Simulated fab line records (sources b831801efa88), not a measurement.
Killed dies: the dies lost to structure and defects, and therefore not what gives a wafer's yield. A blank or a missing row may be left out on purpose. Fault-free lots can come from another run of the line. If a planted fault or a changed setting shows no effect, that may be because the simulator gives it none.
fab line records    flow sky130
[record] lots = 13  wafers = 39  lastDay = 50
route steps=708 shown POLY_GATE@217 METAL5@664 PASSIVATION@681 PAD_OPEN@708
lots untouched by any fault: they come from a run of this same line in which no faults occurred
startH: hours from the record's first day to the start of the lot's first wafer shown    waitH: time in hours since the lot's previous step    " unchanged from the row above    L1.1+2: one row covering several wafers at once    - value missing, or start not given    * or withheld: withheld    < > ~ a bound
route shown NAME@n: names a module that has steps shown in the file, with the first one's number in the route    usual: mean and standard deviation over wafers with no fault    same: alike in all rows    chamber/n: place in a boat    sites: per-site readings    _std_site: how widely they spread, as a standard deviation    _edge_site: outer sites' mean less inner sites'    radiusMm: for every site, how far away it sits from the centre of the wafer    mask NAME#n: copy n    behind: the last tool/chamber to shape the wafer    hold: the reason the lot was held/the length of the hold in hours/how it ended    device: whichever transistor did not switch (one of n, p or np)    end of line: tests run on the same wafers once the route is complete    step lacking rows: just its recipe    killed: count of dies lost to structure and defects at first sort (not the wafer's yield)    map: per-die view of a wafer (x killed, . not killed, _ where there is no die)
set.NAME: setting as actually run; set.NAME@STEP: the setting as run at that earlier step    model.NAME: the simulator's own value behind a step, which no gauge read
steps of the route over a sample of lots; a table a step, a row a wafer
services: when a tool's chamber went out of use (startH, in hours from the record's first day, below 0 if earlier), for how many hours, and the reason
[[steps]]
[step SKY_POLY_GATE_CVD_03]
[recipe] material = Si3N4  precursor = DCS/NH3  targetThkNm = 75  tempC = 770  timeS = 1290  pressureMtorr = 250
[usual] zonePowerBottomPct = 19.8/2.6
[same] timeS = 1290
lot.wafer  tool      chamber  startH  waitH  zonePowerBottomPct
L682.1     lpcvd-02  0        335.36  2.6    22.4
L682.2     "         0        "       "      22.4
L682.6     "         0        "       "      22.9
L684.4     lpcvd-02  0        356.00  0.0    22.3
L684.5     "         0        "       "      22.3
L684.6     "         0        "       "      22.0
L685.3     lpcvd-02  0        364.87  0.9    22.5
L685.4     "         0        "       "      22.5
L685.5     "         0        "       "      21.9
L687.1     lpcvd-02  0        385.25  1.3    22.6
L687.4     "         0        "       "      22.2
L687.6     "         0        "       "      22.2
L688.1     lpcvd-02  0        397.86  0.0    22.1
L688.3     "         0        "       "      22.2
L688.5     "         0        "       "      22.6
L689.1     lpcvd-02  1        404.85  0.0    17.3
L689.2     "         1        "       "      17.1
L689.3     "         1        "       "      17.4
L690.1     lpcvd-02  1        411.60  0.0    17.3
L690.2     "         1        "       "      17.3
L690.3     "         1        "       "      17.5
L691.1     lpcvd-02  1        414.78  0.0    17.4
L691.4     "         1        "       "      17.3
L691.6     "         1        "       "      17.4
L693.2     lpcvd-02  1        437.25  0.0    17.5
L693.3     "         1        "       "      17.7
L693.4     "         1        "       "      16.9
L694.3     lpcvd-02  0        441.67  0.0    22.2
L694.4     "         0        "       "      22.4
L694.6     "         0        "       "      22.3
L695.2     lpcvd-02  1        455.02  0.0    17.5
L695.3     "         1        "       "      17.0
L695.5     "         1        "       "      17.1
L697.2     lpcvd-02  1        463.32  0.0    17.1
L697.5     "         1        "       "      16.9
L697.6     "         1        "       "      17.4
L705.2     lpcvd-02  0        545.31  1.2    22.6
L705.3     "         0        "       "      22.6
L705.5     "         0        "       "      22.7
[step SKY_METAL5_SPUTTER_03]
[recipe] material = Ti  targetThkNm = 5  powerW = 3000  timeS = 3.3  chamberPressurePa = 0.4
[usual] cathodeDcPowerW = 3000.0/0.53  throttleValvePct = 29.7/1.2
[same] timeS = 3.3
lot.wafer  tool           chamber  startH   waitH  cathodeDcPowerW  throttleValvePct
L682.1     pvdSputter-04  -        1003.07  0.0    2999.9           27.5
L682.2     "              -        "        "      2999.7           29.3
L682.6     "              -        "        "      3001.2           29.1
L684.4     pvdSputter-04  -        1022.61  0.0    3000.4           29.0
L684.5     "              -        "        "      2999.4           28.6
L684.6     "              -        "        "      3000.4           30.1
L685.3     pvdSputter-01  -        1027.77  0.0    2999.0           30.0
L685.4     "              -        "        "      3000.7           29.7
L685.5     "              -        "        "      2999.9           28.5
L687.1     pvdSputter-01  -        1044.95  0.0    2999.5           30.1
L687.4     "              -        "        "      3000.6           29.6
L687.6     "              -        "        "      3000.9           29.6
L688.1     pvdSputter-01  -        1052.27  0.0    2999.8           30.2
L688.3     "              -        "        "      2998.8           29.4
L688.5     "              -        "        "      2999.2           30.4
L689.1     pvdSputter-03  -        1058.64  0.0    3000.9           32.2
L689.2     "              -        "        "      2999.9           29.5
L689.3     "              -        "        "      2999.9           31.1
L690.1     pvdSputter-04  -        1062.95  0.0    3000.9           29.0
L690.2     "              -        "        "      3000.1           30.1
L690.3     "              -        "        "      2999.5           27.4
L691.1     pvdSputter-04  -        1065.96  0.0    2999.0           29.4
L691.4     "              -        "        "      2998.4           30.1
L691.6     "              -        "        "      3000.0           30.1
L693.2     pvdSputter-01  -        1083.89  0.0    3000.3           28.9
L693.3     "              -        "        "      2999.4           30.0
L693.4     "              -        "        "      3000.3           28.9
L694.3     pvdSputter-03  -        1086.46  0.0    2999.9           29.7
L694.4     "              -        "        "      3000.1           31.3
L694.6     "              -        "        "      3000.0           29.5
L695.2     pvdSputter-01  -        1090.52  0.0    3000.3           28.9
L695.3     "              -        "        "      3001.0           29.5
L695.5     "              -        "        "      2999.2           28.6
L697.2     pvdSputter-03  -        1097.12  0.0    3000.2           32.4
L697.5     "              -        "        "      3000.2           31.4
L697.6     "              -        "        "      3000.1           32.3
L705.2     pvdSputter-04  -        1150.38  0.0    3000.0           27.4
L705.3     "              -        "        "      2999.9           30.1
L705.5     "              -        "        "      3000.6           30.3
[step SKY_METAL5_METAL_ETCH_15]
[recipe] targetDepthA = 12600  stopOn = SiO2  overEtchFrac = 0.2  timeS = 252  chemistry = Cl2/BCl3  resistSidewallDeg = 86  pressureMtorr = 10  icpW = 900  biasW = 48.5  Cl2_flow_sccm = 60  bcl3FlowSccm = 30
[usual] drypumpMotorCurrentA = 5.9/0.37  oesProductAu = 0.894/0.0053  throttleValvePct = 22.265/0.0086
[same] timeS = 252
lot.wafer  tool         chamber  startH   waitH  drypumpMotorCurrentA  oesProductAu  rfHoursCounterH  throttleValvePct
L682.1     rieMetal-03  0        1026.42  0.0    6.4                   0.902         16               22.255
L682.2     "            1        "        "      6.2                   0.898         5                22.267
L682.6     "            1        "        "      6.2                   0.892         -                22.256
L684.4     rieMetal-04  1        1045.50  0.1    5.5                   0.903         -                22.260
L684.5     "            1        "        "      5.5                   0.892         -                22.274
L684.6     "            0        "        "      6.2                   0.890         -                22.271
L685.3     rieMetal-01  0        1050.62  0.1    5.4                   0.894         -                22.255
L685.4     "            1        "        "      6.0                   0.896         -                22.262
L685.5     "            1        "        "      6.0                   0.894         -                22.259
L687.1     rieMetal-01  1        1066.06  0.1    6.0                   0.887         11               22.249
L687.4     "            1        "        "      6.0                   0.888         -                22.269
L687.6     "            1        "        "      6.0                   0.894         -                22.262
L688.1     rieMetal-01  0        1073.72  0.0    5.3                   0.900         19               22.269
L688.3     "            0        "        "      5.3                   0.895         -                22.275
L688.5     "            0        "        "      5.3                   0.889         -                22.272
L689.1     rieMetal-01  1        1079.20  0.0    6.0                   0.896         12               22.266
L689.2     "            0        "        "      5.3                   0.888         19               22.262
L689.3     "            1        "        "      6.0                   0.898         -                22.269
L690.1     rieMetal-04  1        1083.80  0.0    5.5                   0.889         13               22.271
L690.2     "            0        "        "      6.1                   0.905         9                22.274
L690.3     "            0        "        "      6.1                   0.891         -                22.259
L691.1     rieMetal-01  1        1086.75  0.0    6.1                   0.892         12               22.283
L691.4     "            1        "        "      6.1                   0.891         -                22.247
L691.6     "            0        "        "      5.3                   0.891         -                22.277
L693.2     rieMetal-04  0        1104.02  0.0    6.2                   0.887         11               22.270
L693.3     "            0        "        "      6.1                   0.897         -                22.261
L693.4     "            1        "        "      5.5                   0.899         -                22.265
L694.3     rieMetal-03  0        1107.20  0.1    6.4                   0.897         -                22.252
L694.4     "            1        "        "      6.1                   0.886         -                22.258
L694.6     "            0        "        "      6.5                   0.894         -                22.261
L695.2     rieMetal-03  0        1110.73  0.0    6.4                   0.893         20               22.272
L695.3     "            0        "        "      6.4                   0.896         -                22.257
L695.5     "            0        "        "      6.4                   0.902         -                22.264
L697.2     rieMetal-04  0        1117.52  0.0    6.2                   0.894         12               22.261
L697.5     "            1        "        "      5.5                   0.886         -                22.273
L697.6     "            0        "        "      6.2                   0.888         -                22.284
L705.2     rieMetal-04  1        1168.25  0.0    5.5                   0.894         21               22.271
L705.3     "            0        "        "      6.1                   0.894         -                22.262
L705.5     "            1        "        "      5.5                   0.890         -                22.264
[step SKY_PASSIVATION_CVD_00]
[recipe] material = SiO2  targetThkNm = 90  tempC = 400  timeS = withheld  rfW = 600
[usual] heaterPowerW = 693/120
lot.wafer  tool      chamber  startH   waitH  heaterPowerW
L682.1     pecvd-04  2        1027.25  0.0    638
L682.2     "         0        "        "      987
L682.6     "         2        "        "      602
L684.4     pecvd-03  1        1046.69  0.0    665
L684.5     "         2        "        "      578
L684.6     "         0        "        "      855
L685.3     pecvd-04  2        1051.37  0.0    554
L685.4     "         2        "        "      556
L685.5     "         0        "        "      961
L687.1     pecvd-03  1        1067.17  0.0    638
L687.4     "         2        "        "      650
L687.6     "         0        "        "      795
L688.1     pecvd-03  0        1074.65  0.0    873
L688.3     "         1        "        "      695
L688.5     "         2        "        "      543
L689.1     pecvd-03  1        1080.02  0.0    660
L689.2     "         0        "        "      744
L689.3     "         2        "        "      557
L690.1     pecvd-03  1        1084.63  0.0    637
L690.2     "         2        "        "      604
L690.3     "         0        "        "      859
L691.1     pecvd-02  0        1087.61  0.0    624
L691.4     "         0        "        "      621
L691.6     "         1        "        "      552
L693.2     pecvd-04  0        1104.84  0.0    894
L693.3     "         2        "        "      615
L693.4     "         1        "        "      657
L694.3     pecvd-02  0        1107.95  0.0    627
L694.4     "         0        "        "      625
L694.6     "         1        "        "      653
L695.2     pecvd-03  1        1111.55  0.0    658
L695.3     "         2        "        "      619
L695.5     "         0        "        "      838
L697.2     pecvd-04  0        1118.34  0.0    975
L697.5     "         2        "        "      592
L697.6     "         1        "        "      768
L705.2     pecvd-02  0        1169.12  0.0    579
L705.3     "         2        "        "      689
L705.5     "         0        "        "      595
[step SKY_PAD_OPEN_PROBE_99]
[usual] killed_at_M0_to_M3 = 42/7  killed_at_M4_up = 2.8/1.8  killedAtContacts = 24/5.8  killedAtFrontEnd = 15/4.8  killedAtOther = 0.3/0.56  killedDies = 84/11  killedOnRim = 17/4.2  killedOpen = 46/7.8  killedShort = 38/6.3
[same] grossDies = 492  killedAtBackSide = 0
lot.wafer  tool       chamber  startH   waitH  killed_at_M0_to_M3  killed_at_M4_up  killedAtContacts  killedAtFrontEnd  killedAtOther  killedDies  killedOnRim  killedOpen  killedShort
L684.4     prober-01  -        1090.97  0.2    33                  7                17                7                 0              64          14           31          33
L684.5     prober-01  -        1091.02  0.2    43                  2                17                17                1              80          18           42          38
L684.6     prober-01  -        1091.07  0.2    42                  6                24                12                0              84          19           42          42
L693.2     prober-02  -        1145.59  0.1    57                  0                23                15                1              96          21           50          46
L693.3     prober-02  -        1145.64  0.2    44                  2                26                17                0              89          11           40          48
L693.4     prober-02  -        1145.69  0.2    37                  4                28                11                0              80          14           51          29
L695.2     prober-02  -        1151.31  0.1    47                  3                22                52                0              124         20           42          44
L695.3     prober-02  -        1151.36  0.2    44                  2                23                58                0              127         13           41          38
L695.5     prober-02  -        1151.46  0.2    40                  1                29                56                1              127         20           43          37
L697.2     prober-02  -        1158.78  0.1    53                  0                29                57                0              139         21           55          43
L697.5     prober-02  -        1158.93  0.2    38                  1                19                57                0              115         12           34          39
L697.6     prober-02  -        1158.98  0.2    43                  1                21                63                0              128         22           43          39
L705.2     prober-02  -        1203.45  0.1    42                  3                25                17                0              87          16           54          33
L705.3     prober-02  -        1203.50  0.2    42                  1                30                11                0              84          14           43          41
L705.5     prober-02  -        1203.60  0.2    43                  8                24                10                0              85          15           46          39
// killed by level:class
L684.4 VIA3:geometricParticle:open=9 METAL2:geometricParticle:short=6 LI_CONTACT:geometricParticle:open=6 METAL4:geometricParticle:short=6 VIA1:geometricParticle:short=5 CONTACT:geometricParticle:short=4 METAL1:geometricParticle:short=4 LOCAL_INTERCONNECT:geometricParticle:short=3
L684.5 METAL2:geometricParticle:short=10 LI_CONTACT:geometricParticle:open=8 VIA3:geometricParticle:open=8 VIA1:geometricParticle:open=6 VIA2:geometricParticle:open=6 POLY_GATE:geometricParticle:open=5 FIELD_ISO:geometricParticle:short=4 METAL1:geometricParticle:short=4
L684.6 VIA3:geometricParticle:open=10 VIA1:geometricParticle:open=8 CONTACT:geometricParticle:open=7 LI_CONTACT:geometricParticle:open=6 LOCAL_INTERCONNECT:geometricParticle:short=6 METAL2:geometricParticle:short=6 VIA3:geometricParticle:short=5 METAL4:geometricParticle:short=5
L693.2 CONTACT:geometricParticle:open=11 VIA1:geometricParticle:open=9 METAL2:geometricParticle:short=9 METAL1:geometricParticle:short=8 VIA1:geometricParticle:short=7 FIELD_ISO:geometricParticle:short=6 VIA2:geometricParticle:open=6 LI_CONTACT:geometricParticle:open=5
L693.3 VIA1:geometricParticle:open=9 CONTACT:geometricParticle:short=8 CONTACT:geometricParticle:open=7 VIA3:geometricParticle:open=6 LI_CONTACT:geometricParticle:open=5 VIA1:geometricParticle:short=5 METAL2:geometricParticle:short=5 VIA2:geometricParticle:open=5
L693.4 CONTACT:geometricParticle:open=13 VIA1:geometricParticle:open=11 LI_CONTACT:geometricParticle:open=7 VIA2:geometricParticle:open=7 VIA3:geometricParticle:open=5 POLY_GATE:geometricParticle:open=4 VIA2:geometricParticle:short=4 FIELD_ISO:geometricParticle:short=3
L695.2 POLY_GATE:unspecified=38 VIA1:geometricParticle:open=15 CONTACT:geometricParticle:open=10 METAL1:geometricParticle:short=9 VIA2:geometricParticle:open=7 FIELD_ISO:geometricParticle:short=6 LOCAL_INTERCONNECT:geometricParticle:short=5 METAL2:geometricParticle:short=5
L695.3 POLY_GATE:unspecified=47 CONTACT:geometricParticle:open=9 VIA1:geometricParticle:open=8 VIA1:geometricParticle:short=7 METAL1:geometricParticle:short=6 CONTACT:geometricParticle:short=5 VIA2:geometricParticle:open=5 VIA3:geometricParticle:open=5
L695.5 POLY_GATE:unspecified=46 CONTACT:geometricParticle:open=10 VIA1:geometricParticle:open=9 LI_CONTACT:geometricParticle:open=8 METAL1:geometricParticle:short=7 VIA2:geometricParticle:open=5 VIA1:geometricParticle:short=5 METAL2:geometricParticle:short=5
L697.2 POLY_GATE:unspecified=41 VIA1:geometricParticle:open=17 VIA3:geometricParticle:open=7 CONTACT:geometricParticle:short=7 VIA2:geometricParticle:open=6 LOCAL_INTERCONNECT:geometricParticle:short=6 POLY_GATE:geometricParticle:open=6 CONTACT:geometricParticle:open=6
L697.5 POLY_GATE:unspecified=42 VIA1:geometricParticle:short=9 LI_CONTACT:geometricParticle:open=8 FIELD_ISO:geometricParticle:short=7 VIA1:geometricParticle:open=6 VIA3:geometricParticle:open=5 CONTACT:geometricParticle:open=4 CONTACT:geometricParticle:short=4
L697.6 POLY_GATE:unspecified=46 VIA1:geometricParticle:open=11 CONTACT:geometricParticle:open=9 FIELD_ISO:geometricParticle:short=6 METAL1:geometricParticle:short=6 VIA2:geometricParticle:open=6 POLY_GATE:geometricParticle:short=5 VIA3:geometricParticle:open=5
L705.2 LI_CONTACT:geometricParticle:open=10 VIA1:geometricParticle:open=8 FIELD_ISO:geometricParticle:open=7 VIA1:geometricParticle:short=7 VIA2:geometricParticle:open=7 CONTACT:geometricParticle:short=5 CONTACT:geometricParticle:open=5 METAL2:geometricParticle:open=4
L705.3 LI_CONTACT:geometricParticle:open=10 VIA1:geometricParticle:open=8 CONTACT:geometricParticle:open=7 METAL1:geometricParticle:short=7 FIELD_ISO:geometricParticle:open=5 METAL2:geometricParticle:short=5 LOCAL_INTERCONNECT:geometricParticle:short=4 CONTACT:geometricParticle:short=4
L705.5 VIA1:geometricParticle:open=11 CONTACT:geometricParticle:open=8 METAL2:geometricParticle:short=8 VIA2:geometricParticle:open=8 LI_CONTACT:geometricParticle:open=6 VIA1:geometricParticle:short=5 CONTACT:geometricParticle:short=4 METAL4:geometricParticle:short=4
[[services]]
tool           chamber  startH   hours  kind
lpcvd-02       -        349.00   0.6    repair
rieMetal-04    -        394.53   14.6   pm
pecvd-03       -        432.34   1.8    repair
rieMetal-04    0        473.26   3.8    repair
rieMetal-01    -        497.29   1.4    pm
lpcvd-02       -        508.34   0.3    repair
pecvd-03       0        530.61   3.4    repair
lpcvd-02       -        537.05   6.0    pm
pvdSputter-04  -        544.01   2.5    repair
pvdSputter-01  -        567.12   4.8    repair
pvdSputter-01  -        572.95   4.6    repair
pecvd-03       -        575.58   14.6   pm
rieMetal-01    -        591.43   0.1    repair
pvdSputter-04  -        601.71   1.8    repair
pecvd-03       -        601.86   2.8    pm
rieMetal-01    -        616.16   1.4    repair
pvdSputter-04  -        630.34   9.1    repair
lpcvd-02       -        634.88   0.4    repair
rieMetal-01    -        648.03   28.1   pm
rieMetal-01    -        676.13   2.8    pm
lpcvd-02       -        731.74   2.8    pm
lpcvd-02       -        893.98   0.3    repair
pecvd-03       1        923.96   19.4   repair
lpcvd-02       -        1141.67  1.0    repair
[[key]]
[firstSign] step = SKY_PAD_OPEN_PROBE_99  reading = killedAtFrontEnd  direction = up  sigmas = 8.8  usual = 15  struck = 57
[effect] step = SKY_PAD_OPEN_PROBE_99  reading = killedDies  direction = up  sigmas = 3.9  usual = 84  struck = 127
metAt SKY_POLY_GATE_CVD_03
struckLots L695,L697
struckWafers L695.2,L695.3,L695.5,L697.2,L697.5,L697.6
testerLeftOut L695,L697
notActingAt SKY_METAL5_SPUTTER_03,SKY_METAL5_METAL_ETCH_15,SKY_PASSIVATION_CVD_00
onsetBetween 437.25 455.02
[fault] kind = chamberParticleSource  tool = lpcvd-02  chamber = 1  onsetH = 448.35  steps = SKY_POLY_GATE_CVD_03  ratePerVisitCm2 = 0.49967  endH = 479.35
// testerLeftOut: of these lots the tester's yield and bins aren't shown, on N5 and GAA mostly nor the transistor test; their killed dies are dies lost to structure and defects alone, not to doping, threshold or leakage, so they don't give the yield
